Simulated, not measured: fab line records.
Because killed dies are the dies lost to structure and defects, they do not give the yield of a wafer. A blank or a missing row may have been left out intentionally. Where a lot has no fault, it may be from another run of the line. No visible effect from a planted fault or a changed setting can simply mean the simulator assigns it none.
fab line records / flow sky130
record: lots: 5 wafers: 15 last_day: 50
route steps=708 shown METAL1@443 VIA1@458 METAL2@483 PAD_OPEN@708
lots that met no fault: from a run of the same line without faults
start_h: hours from the record's opening day to when the first of the lot's shown wafers began / wait_h: time in hours since the lot's previous step / " identical to the entry in the row above / L1.1+2: several wafers, shown together as one row / - no value, or no start given / * or withheld: withheld / < > ~ a bound
route shown NAME@n: NAME is a module with steps in the file, n the number in the route of the first one / usual: mean and standard deviation over wafers with no fault / same: alike in all rows / chamber/n: place in a boat / sites: readings site by site / _std_site: standard deviation across them / _edge_site: inner sites' mean taken away from outer sites' mean / radius_mm: for every site, how far away it sits from the centre of the wafer / mask NAME#n: copy n / behind: the most recent tool/chamber to have shaped the wafer / hold: reason for holding the lot/hours on hold/outcome of the hold / device: the transistor (n, p or np) that didn't switch / end of line: tests run on the same wafers once the route is complete / for a step that has no rows: nothing shown but its recipe / killed: at the first sort, the dies lost to defects and structure; wafer yield is something else / map: per-die view of a wafer (x killed, . not killed, _ where there is no die)
set.NAME: the run value of the setting; set.NAME@STEP: its run value at that earlier step / model.NAME: the simulator's own value behind a step, which no gauge read
certain route steps with their lots: each step a table, each wafer a row
== steps ==
step: SKY_METAL1_COAT_09
recipe: resist: BARC temp_c: withheld time_s: withheld spin_rpm: 3000 resist_thk_nm: 60
step: SKY_METAL1_COAT_10
recipe: resist: KrF-thick spin_rpm: 3000 resist_thk_nm: 450
step: SKY_METAL1_SOFTBAKE_11
recipe: temp_c: 100 time_s: 90 resist: KrF-thick
step: SKY_METAL1_EXPOSE_12
recipe: mask_id: MM1 na: 0.8 source_shape: annular sigma_inner: 0.55 sigma_outer: 0.85 target_cd_nm: 140 dose_mj: 28
step: SKY_METAL1_PEB_13
recipe: peb_temp_c: withheld peb_time_s: withheld resist: KrF-thick
step: SKY_METAL1_DEVELOP_14
recipe: develop_time_s: 60 resist: KrF-thick dev_temp_c: 21
step: SKY_METAL1_DESCUM_17
recipe: chemistry: O2 source_power_w: 150 bias_power_w: 0 pressure_mtorr: 10 temp_c: 40 time_s: 8
step: SKY_METAL1_ETCH_18
recipe: chemistry: N2/H2 target: BARC ion_energy_ev: 200 bias_w: 100 pressure_mtorr: 30 n2_flow_sccm: 100 h2_flow_sccm: 200 icp_w: 500 stop_on: SiO2 time_s: 45.9 target_depth_a: 600
step: SKY_METAL1_METAL_ETCH_19
recipe: target_depth_a: 3600 stop_on: SiO2 over_etch_frac: 0.3 time_s: 78 chemistry: Cl2/BCl3 resist_sidewall_deg: 88 pressure_mtorr: 10 icp_w: 900 bias_w: 48.5 Cl2_flow_sccm: 60 bcl3_flow_sccm: 30
step: SKY_METAL1_STRIP_20
recipe: chemistry: O2/N2 power_w: 1400 pressure_mtorr: 1500 platen_temp_c: withheld o2_flow_sccm: 3000 n2_flow_sccm: 300 overash_fraction: 0.5
step: SKY_METAL1_STRIP_21
recipe: chemistry: post_etch_residue_remover time_s: 1200 temp_c: 72.5
lot.wafer=L128.1+2+6 tool=wet_bench-02 chamber=3 start_h=817.18 wait_h=0.1
lot.wafer=L132.3+5+6 tool=wet_bench-01 chamber=0 start_h=854.42 wait_h=0.0
lot.wafer=L141.2+3+6 tool=wet_bench-02 chamber=1 start_h=908.56 wait_h=0.1
lot.wafer=L142.4+5+6 tool=wet_bench-02 chamber=2 start_h=913.92 wait_h=0.0
lot.wafer=L143.1+5+6 tool=wet_bench-02 chamber=0 start_h=920.68 wait_h=0.1
step: SKY_METAL1_CLEAN_22
recipe: chemistry: IPA time_s: 180 temp_c: 25
step: SKY_METAL1_CLEAN_23
recipe: chemistry: O3/DIW dry: n2_spin
step: SKY_VIA1_HDPCVD_00
recipe: material: SiO2 target_thk_nm: 1030 sigma_open_frac: 0.3 time_s: 171.7 temp_c: 400 sih4_flow_sccm: 60 pressure_mtorr: 6
step: SKY_VIA1_CMP_02
recipe: material: SiO2 down_force_psi: 4 platen_rpm: 60 pad_velocity_m_s: 0.94248
step: SKY_VIA1_DEHYDRATE_04
recipe: temp_c: 200 time_s: 60
step: SKY_VIA1_HMDS_05
recipe: prime_time_s: 60 prime_temp_c: 120
step: SKY_VIA1_COAT_06
recipe: resist: BARC temp_c: withheld time_s: withheld spin_rpm: 3000 resist_thk_nm: 60
step: SKY_VIA1_COAT_07
recipe: resist: KrF-thick spin_rpm: 3000 resist_thk_nm: 450
step: SKY_VIA1_SOFTBAKE_08
recipe: temp_c: 100 time_s: 90 resist: KrF-thick
step: SKY_VIA1_EXPOSE_09
recipe: mask_id: VIM na: 0.8 source_shape: annular sigma_inner: 0.55 sigma_outer: 0.85 target_cd_nm: 150 dose_mj: 38
step: SKY_VIA1_PEB_10
recipe: peb_temp_c: withheld peb_time_s: withheld resist: KrF-thick
step: SKY_VIA1_DEVELOP_11
recipe: develop_time_s: 60 resist: KrF-thick dev_temp_c: 21
step: SKY_VIA1_ETCH_14
recipe: chemistry: N2/H2 target: BARC ion_energy_ev: 200 source_w: 500 bias_w: 100 pressure_mtorr: 30 n2_flow_sccm: 100 h2_flow_sccm: 200 stop_on: SiO2 time_s: 45.9 target_depth_a: 600
step: SKY_VIA1_ETCH_15
recipe: target: SiO2 chemistry: C4F8/O2/Ar target_depth_nm: 351 stop_on: TiN mask_material: KrF-thick source_w: 1500 bias_w: 1200 pressure_mtorr: 40 c4f8_flow_sccm: withheld O2_flow_sccm: 6 Ar_flow_sccm: 300 time_s: 54
step: SKY_VIA1_STRIP_16
recipe: chemistry: O2/N2 power_w: 1400 pressure_mtorr: 1500 platen_temp_c: withheld o2_flow_sccm: 3000 n2_flow_sccm: 300 overash_fraction: 0.5
step: SKY_VIA1_STRIP_17
recipe: chemistry: post_etch_residue_remover time_s: 1200 temp_c: 72.5
step: SKY_VIA1_CLEAN_18
recipe: chemistry: IPA time_s: 180 temp_c: 25
step: SKY_VIA1_CLEAN_19
recipe: chemistry: O3/DIW dry: n2_spin
step: SKY_VIA1_SPUTTER_20
recipe: material: TiN target_thk_nm: 20 chamber_pressure_pa: 5 power_w: 4000 time_s: 80
step: SKY_VIA1_CVD_21
recipe: material: W target_thk_nm: 270 time_s: 80.902 temp_c: 400 pressure_torr: 40
step: SKY_VIA1_CMP_24
recipe: stop_on: SiO2 t_overpolish_s: 15 down_force_psi: 3.5 platen_rpm: 60 target_thk_nm: 0 pad_velocity_m_s: 0.94248
step: SKY_METAL2_SPUTTER_00
recipe: material: Ti target_thk_nm: 15 power_w: 3000 time_s: 10 chamber_pressure_pa: 0.4
step: SKY_METAL2_SPUTTER_01
recipe: material: TiN target_thk_nm: 20 power_w: 6500 time_s: 16.7 chamber_pressure_pa: 0.4
step: SKY_PAD_OPEN_PROBE_99
usual: defect_limited_yield: 82.2/1.8 killed_at_M0_to_M3: 43/6.6 killed_at_M4_up: 3.2/1.9 killed_at_contacts: 25/5.3 killed_at_front_end: 16/4.5 killed_at_other: 0.3/0.63 killed_dies: 87/8.9 killed_open: 48/7.9 killed_short: 39/5.3 sort_bin_3_pad_short: 0.8/0.38 sort_bin_5_function: 10.5/1.5 sort_bin_6_memory: 6.4/1.2 sort_n_pass: 405/8.9 sort_yield_pct: 82.2/1.8
same: gross_dies: 492 killed_at_back_side: 0 sort_bin_4_leakage[%]: 0 sort_bin_8_speed[%]: 0
lot.wafer=L128.1 tool=prober-01 chamber=- start_h=1117.74 wait_h=0.1 defect_limited_yield[%]=81.3 killed_at_M0_to_M3=47 killed_at_M4_up=4 killed_at_contacts=31 killed_at_front_end=10 killed_at_other=0 killed_dies=92 killed_open=58 killed_short=33 sort_bin_3_pad_short[%]=0.6 sort_bin_5_function[%]=12.0 sort_bin_6_memory[%]=6.1 sort_n_pass=400 sort_yield_pct[%]=81.3 model.etest.tester.sort_n_pass=400 model.etest.tester.sort_yield_pct=81.3 model.etest.tester.sort_bin_5_pct=11.99 model.etest.tester.sort_bin_3_pct=0.6098
lot.wafer=L128.2 tool=prober-01 chamber=- start_h=1117.79 wait_h=0.1 defect_limited_yield[%]=81.5 killed_at_M0_to_M3=50 killed_at_M4_up=2 killed_at_contacts=20 killed_at_front_end=19 killed_at_other=0 killed_dies=91 killed_open=54 killed_short=37 sort_bin_3_pad_short[%]=0.8 sort_bin_5_function[%]=10.4 sort_bin_6_memory[%]=7.3 sort_n_pass=401 sort_yield_pct[%]=81.5 model.etest.tester.sort_n_pass=401 model.etest.tester.sort_yield_pct=81.5 model.etest.tester.sort_bin_5_pct=10.37 model.etest.tester.sort_bin_3_pct=0.813
lot.wafer=L128.6 tool=prober-01 chamber=- start_h=1117.99 wait_h=0.2 defect_limited_yield[%]=83.3 killed_at_M0_to_M3=46 killed_at_M4_up=1 killed_at_contacts=26 killed_at_front_end=8 killed_at_other=1 killed_dies=82 killed_open=46 killed_short=35 sort_bin_3_pad_short[%]=1.2 sort_bin_5_function[%]=9.3 sort_bin_6_memory[%]=6.1 sort_n_pass=410 sort_yield_pct[%]=83.3 model.etest.tester.sort_n_pass=410 model.etest.tester.sort_yield_pct=83.33 model.etest.tester.sort_bin_5_pct=9.35 model.etest.tester.sort_bin_3_pct=1.22
lot.wafer=L132.3 tool=prober-01 chamber=- start_h=1143.10 wait_h=0.2 defect_limited_yield[%]=82.3 killed_at_M0_to_M3=45 killed_at_M4_up=3 killed_at_contacts=25 killed_at_front_end=14 killed_at_other=0 killed_dies=87 killed_open=46 killed_short=41 sort_bin_3_pad_short[%]=0.8 sort_bin_5_function[%]=12.2 sort_bin_6_memory[%]=4.7 sort_n_pass=405 sort_yield_pct[%]=82.3 model.etest.tester.sort_n_pass=405 model.etest.tester.sort_yield_pct=82.32 model.etest.tester.sort_bin_5_pct=12.2 model.etest.tester.sort_bin_3_pct=0.813
lot.wafer=L132.5 tool=prober-01 chamber=- start_h=1143.20 wait_h=0.2 defect_limited_yield[%]=83.1 killed_at_M0_to_M3=38 killed_at_M4_up=4 killed_at_contacts=29 killed_at_front_end=12 killed_at_other=0 killed_dies=83 killed_open=46 killed_short=37 sort_bin_3_pad_short[%]=0.6 sort_bin_5_function[%]=9.8 sort_bin_6_memory[%]=6.5 sort_n_pass=409 sort_yield_pct[%]=83.1 model.etest.tester.sort_n_pass=409 model.etest.tester.sort_yield_pct=83.13 model.etest.tester.sort_bin_5_pct=9.756 model.etest.tester.sort_bin_3_pct=0.6098
lot.wafer=L132.6 tool=prober-01 chamber=- start_h=1143.25 wait_h=0.2 defect_limited_yield[%]=83.9 killed_at_M0_to_M3=40 killed_at_M4_up=5 killed_at_contacts=17 killed_at_front_end=17 killed_at_other=0 killed_dies=79 killed_open=35 killed_short=44 sort_bin_3_pad_short[%]=1.4 sort_bin_5_function[%]=10.6 sort_bin_6_memory[%]=4.1 sort_n_pass=413 sort_yield_pct[%]=83.9 model.etest.tester.sort_n_pass=413 model.etest.tester.sort_yield_pct=83.94 model.etest.tester.sort_bin_5_pct=10.57 model.etest.tester.sort_bin_3_pct=1.423
lot.wafer=L141.2 tool=prober-02 chamber=- start_h=1180.03 wait_h=0.1 defect_limited_yield[%]=77.0 killed_at_M0_to_M3=75 killed_at_M4_up=2 killed_at_contacts=23 killed_at_front_end=13 killed_at_other=0 killed_dies=113 killed_open=51 killed_short=25 sort_bin_3_pad_short[%]=1.0 sort_bin_5_function[%]=14.6 sort_bin_6_memory[%]=7.3 sort_n_pass=379 sort_yield_pct[%]=77.0 model.etest.tester.sort_n_pass=379 model.etest.tester.sort_yield_pct=77.03 model.etest.tester.sort_bin_5_pct=14.63 model.etest.tester.sort_bin_3_pct=1.016
lot.wafer=L141.3 tool=prober-02 chamber=- start_h=1180.08 wait_h=0.2 defect_limited_yield[%]=75.8 killed_at_M0_to_M3=75 killed_at_M4_up=1 killed_at_contacts=26 killed_at_front_end=17 killed_at_other=0 killed_dies=119 killed_open=43 killed_short=45 sort_bin_3_pad_short[%]=2.6 sort_bin_5_function[%]=14.4 sort_bin_6_memory[%]=7.1 sort_n_pass=373 sort_yield_pct[%]=75.8 model.etest.tester.sort_n_pass=373 model.etest.tester.sort_yield_pct=75.81 model.etest.tester.sort_bin_5_pct=14.43 model.etest.tester.sort_bin_3_pct=2.642
lot.wafer=L141.6 tool=prober-02 chamber=- start_h=1180.23 wait_h=0.2 defect_limited_yield[%]=78.7 killed_at_M0_to_M3=65 killed_at_M4_up=1 killed_at_contacts=23 killed_at_front_end=16 killed_at_other=0 killed_dies=105 killed_open=33 killed_short=36 sort_bin_3_pad_short[%]=2.2 sort_bin_5_function[%]=12.2 sort_bin_6_memory[%]=6.9 sort_n_pass=387 sort_yield_pct[%]=78.7 model.etest.tester.sort_n_pass=387 model.etest.tester.sort_yield_pct=78.66 model.etest.tester.sort_bin_5_pct=12.2 model.etest.tester.sort_bin_3_pct=2.236
lot.wafer=L142.4 tool=prober-01 chamber=- start_h=1183.85 wait_h=0.2 defect_limited_yield[%]=80.3 killed_at_M0_to_M3=58 killed_at_M4_up=8 killed_at_contacts=25 killed_at_front_end=6 killed_at_other=0 killed_dies=97 killed_open=34 killed_short=33 sort_bin_3_pad_short[%]=2.8 sort_bin_5_function[%]=12.2 sort_bin_6_memory[%]=4.7 sort_n_pass=395 sort_yield_pct[%]=80.3 model.etest.tester.sort_n_pass=395 model.etest.tester.sort_yield_pct=80.28 model.etest.tester.sort_bin_5_pct=12.2 model.etest.tester.sort_bin_3_pct=2.846
lot.wafer=L142.5 tool=prober-01 chamber=- start_h=1183.90 wait_h=0.2 defect_limited_yield[%]=73.4 killed_at_M0_to_M3=82 killed_at_M4_up=8 killed_at_contacts=35 killed_at_front_end=6 killed_at_other=0 killed_dies=131 killed_open=61 killed_short=35 sort_bin_3_pad_short[%]=2.6 sort_bin_5_function[%]=15.0 sort_bin_6_memory[%]=8.9 sort_n_pass=361 sort_yield_pct[%]=73.4 model.etest.tester.sort_n_pass=361 model.etest.tester.sort_yield_pct=73.37 model.etest.tester.sort_bin_5_pct=15.04 model.etest.tester.sort_bin_3_pct=2.642
lot.wafer=L142.6 tool=prober-01 chamber=- start_h=1183.95 wait_h=0.2 defect_limited_yield[%]=77.4 killed_at_M0_to_M3=67 killed_at_M4_up=3 killed_at_contacts=23 killed_at_front_end=18 killed_at_other=0 killed_dies=111 killed_open=47 killed_short=33 sort_bin_3_pad_short[%]=3.0 sort_bin_5_function[%]=12.8 sort_bin_6_memory[%]=6.7 sort_n_pass=381 sort_yield_pct[%]=77.4 model.etest.tester.sort_n_pass=381 model.etest.tester.sort_yield_pct=77.44 model.etest.tester.sort_bin_5_pct=12.8 model.etest.tester.sort_bin_3_pct=3.049
lot.wafer=L143.1 tool=prober-02 chamber=- start_h=1189.36 wait_h=0.1 defect_limited_yield[%]=74.0 killed_at_M0_to_M3=91 killed_at_M4_up=3 killed_at_contacts=25 killed_at_front_end=9 killed_at_other=0 killed_dies=128 killed_open=54 killed_short=26 sort_bin_3_pad_short[%]=1.8 sort_bin_5_function[%]=17.9 sort_bin_6_memory[%]=6.3 sort_n_pass=364 sort_yield_pct[%]=74.0 model.etest.tester.sort_n_pass=364 model.etest.tester.sort_yield_pct=73.98 model.etest.tester.sort_bin_5_pct=17.89 model.etest.tester.sort_bin_3_pct=1.829
lot.wafer=L143.5 tool=prober-02 chamber=- start_h=1189.56 wait_h=0.2 defect_limited_yield[%]=70.9 killed_at_M0_to_M3=92 killed_at_M4_up=1 killed_at_contacts=26 killed_at_front_end=23 killed_at_other=1 killed_dies=143 killed_open=56 killed_short=40 sort_bin_3_pad_short[%]=3.3 sort_bin_5_function[%]=16.3 sort_bin_6_memory[%]=9.6 sort_n_pass=349 sort_yield_pct[%]=70.9 model.etest.tester.sort_n_pass=349 model.etest.tester.sort_yield_pct=70.94 model.etest.tester.sort_bin_5_pct=16.26 model.etest.tester.sort_bin_3_pct=3.252
lot.wafer=L143.6 tool=prober-02 chamber=- start_h=1189.61 wait_h=0.2 defect_limited_yield[%]=72.6 killed_at_M0_to_M3=94 killed_at_M4_up=1 killed_at_contacts=16 killed_at_front_end=23 killed_at_other=1 killed_dies=135 killed_open=53 killed_short=32 sort_bin_3_pad_short[%]=2.6 sort_bin_5_function[%]=15.9 sort_bin_6_memory[%]=8.9 sort_n_pass=357 sort_yield_pct[%]=72.6 model.etest.tester.sort_n_pass=357 model.etest.tester.sort_yield_pct=72.56 model.etest.tester.sort_bin_5_pct=15.85 model.etest.tester.sort_bin_3_pct=2.642
killed by level:class
L128.1 CONTACT:geometric_particle:open=12 VIA1:geometric_particle:open=12 VIA3:geometric_particle:open=9 CONTACT:geometric_particle:short=6 LI_CONTACT:geometric_particle:open=6 VIA2:geometric_particle:open=6 METAL2:geometric_particle:short=4 LI_CONTACT:geometric_particle:short=4
L128.2 LI_CONTACT:geometric_particle:open=10 CONTACT:geometric_particle:open=9 VIA2:geometric_particle:open=9 VIA1:geometric_particle:open=8 VIA2:geometric_particle:short=7 VIA3:geometric_particle:open=7 FIELD_ISO:geometric_particle:open=6 METAL2:geometric_particle:short=6
L128.6 VIA1:geometric_particle:open=14 LI_CONTACT:geometric_particle:open=9 CONTACT:geometric_particle:open=6 LOCAL_INTERCONNECT:geometric_particle:short=5 METAL2:geometric_particle:short=5 METAL3:geometric_particle:short=5 VIA3:geometric_particle:short=4 VIA2:geometric_particle:open=4
L132.3 CONTACT:geometric_particle:open=9 LI_CONTACT:geometric_particle:open=8 VIA1:geometric_particle:open=6 METAL3:geometric_particle:short=6 VIA2:geometric_particle:open=6 METAL2:geometric_particle:short=5 LOCAL_INTERCONNECT:geometric_particle:short=4 POLY_GATE:geometric_particle:open=4
L132.5 CONTACT:geometric_particle:open=11 METAL2:geometric_particle:short=9 VIA2:geometric_particle:open=9 LI_CONTACT:geometric_particle:open=7 VIA1:geometric_particle:open=6 VIA3:geometric_particle:open=5 FIELD_ISO:geometric_particle:short=4 METAL4:geometric_particle:short=4
L132.6 METAL2:geometric_particle:short=8 CONTACT:geometric_particle:open=6 VIA2:geometric_particle:open=6 VIA1:geometric_particle:short=5 FIELD_ISO:geometric_particle:open=5 POLY_GATE:geometric_particle:short=5 LOCAL_INTERCONNECT:geometric_particle:short=5 METAL1:geometric_particle:short=5
L141.2 METAL1:unspecified=37 VIA1:geometric_particle:open=15 CONTACT:geometric_particle:open=10 VIA2:geometric_particle:open=8 LI_CONTACT:geometric_particle:open=6 METAL1:geometric_particle:short=5 POLY_GATE:geometric_particle:short=3 LOCAL_INTERCONNECT:geometric_particle:short=3
L141.3 METAL1:unspecified=31 VIA1:geometric_particle:open=12 VIA1:geometric_particle:short=8 CONTACT:geometric_particle:open=8 LI_CONTACT:geometric_particle:open=7 POLY_GATE:geometric_particle:short=6 METAL2:geometric_particle:short=6 LOCAL_INTERCONNECT:geometric_particle:short=5
L141.6 METAL1:unspecified=35 LI_CONTACT:geometric_particle:open=9 VIA3:geometric_particle:open=8 FIELD_ISO:geometric_particle:short=6 METAL2:geometric_particle:short=5 LOCAL_INTERCONNECT:geometric_particle:short=5 VIA1:geometric_particle:short=5 FIELD_ISO:geometric_particle:open=4
L142.4 METAL1:unspecified=30 VIA1:geometric_particle:open=9 CONTACT:geometric_particle:open=7 LI_CONTACT:geometric_particle:open=6 LOCAL_INTERCONNECT:geometric_particle:short=5 METAL2:geometric_particle:short=5 METAL4:geometric_particle:short=5 CONTACT:geometric_particle:short=4
L142.5 METAL1:unspecified=35 LI_CONTACT:geometric_particle:open=18 VIA1:geometric_particle:open=11 VIA2:geometric_particle:open=10 CONTACT:geometric_particle:open=7 METAL2:geometric_particle:short=7 METAL1:geometric_particle:short=6 METAL4:geometric_particle:short=5
L142.6 METAL1:unspecified=31 CONTACT:geometric_particle:open=13 VIA1:geometric_particle:open=10 METAL1:geometric_particle:short=7 FIELD_ISO:geometric_particle:short=5 VIA2:geometric_particle:open=5 METAL2:geometric_particle:short=5 LI_CONTACT:geometric_particle:open=4
L143.1 METAL1:unspecified=48 VIA1:geometric_particle:open=12 CONTACT:geometric_particle:open=10 LI_CONTACT:geometric_particle:open=7 VIA3:geometric_particle:open=7 VIA2:geometric_particle:open=6 FIELD_ISO:geometric_particle:open=5 METAL1:geometric_particle:short=4
L143.5 METAL1:unspecified=47 VIA1:geometric_particle:open=11 LI_CONTACT:geometric_particle:open=10 POLY_GATE:geometric_particle:short=8 VIA2:geometric_particle:open=8 CONTACT:geometric_particle:open=7 POLY_GATE:geometric_particle:open=5 VIA1:geometric_particle:short=5
L143.6 METAL1:unspecified=50 VIA1:geometric_particle:open=14 FIELD_ISO:geometric_particle:open=9 VIA1:geometric_particle:short=6 METAL1:geometric_particle:short=6 POLY_GATE:geometric_particle:open=5 LI_CONTACT:geometric_particle:open=5 VIA3:geometric_particle:open=5
map L141.3 (x killed, . not)
__________x........._________
________...x..x......x_______
______...x..x..........._____
_____...........x.....x..____
____..........x.x....x....___
___...xx......x...x........__
__.......xx.x......x.x.x...._
_xxxx.............x..x......x
_xxxx.x.....x.....x......x...
_xxxxxxxx.x.......xx.......x.
_xxxxx....x......x.....x.xx.x
_xxxxxx.......x..xx..........
_xxxxxx..xx......x..x........
_xxxx.......x.......x.x.x..x.
_xx.x.....x.......xxx.x...x..
__......x.x...x...x.....x..._
___...x.xx..x.....x....x...__
____..x...x.........x....x___
_____....xx..............____
______x...........x....._____
________............x._______
__________x....xx..._________
map L142.5 (x killed, . not)
__________........xx_________
________...x...x.x.x.._______
______x............x...._____
_____.x.......xx.........____
____xxxx.xx...x...xx......___
___xxx........x..x...x.....__
__xxxxx.x....x.....xx..x...._
_xxxxx.x.....x..xx...........
_xxxxxxx.x........x......x...
_xxxxx....x..x....x..........
_xxxxx..............x.xx.x..x
_.x.xx...xx.x..........x.x..x
_.........xxxx.......x......x
_........x........xx.x...x..x
_x.......x..x............xxxx
__....x..x.....x.....x..x..._
___..x..x...xx..x..x.....x.__
____.......x.......x......___
_____.x.x.....x...xx...xx____
______..x..x.....x..x..._____
________x.......x...x._______
__________.x....x..._________
== key ==
first_sign: step: SKY_PAD_OPEN_PROBE_99 reading: killed_at_M0_to_M3 direction: up sigmas: 5.3 usual: 43 struck: 78
effect: step: SKY_PAD_OPEN_PROBE_99 reading: sort_bin_3_pad_short direction: up sigmas: 4.3 usual: 0.8 struck: 2.5 wafers_moved: 8
model_effect: step: SKY_PAD_OPEN_PROBE_99 value: etest.tester.sort_n_pass without: 404.8 struck: 371.8
met_at SKY_METAL1_STRIP_21
struck_wafers L141.2,L141.3,L141.6,L142.4,L142.5,L142.6,L143.1,L143.5,L143.6
onset_between 817.18 908.56
also_fits time
fault: kind: chamber_particle_source tool: wet_bench-02 chamber: - onset_h: 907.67 steps: SKY_METAL1_STRIP_21 rate_per_visit_cm2: 0.70344 end_h: 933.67
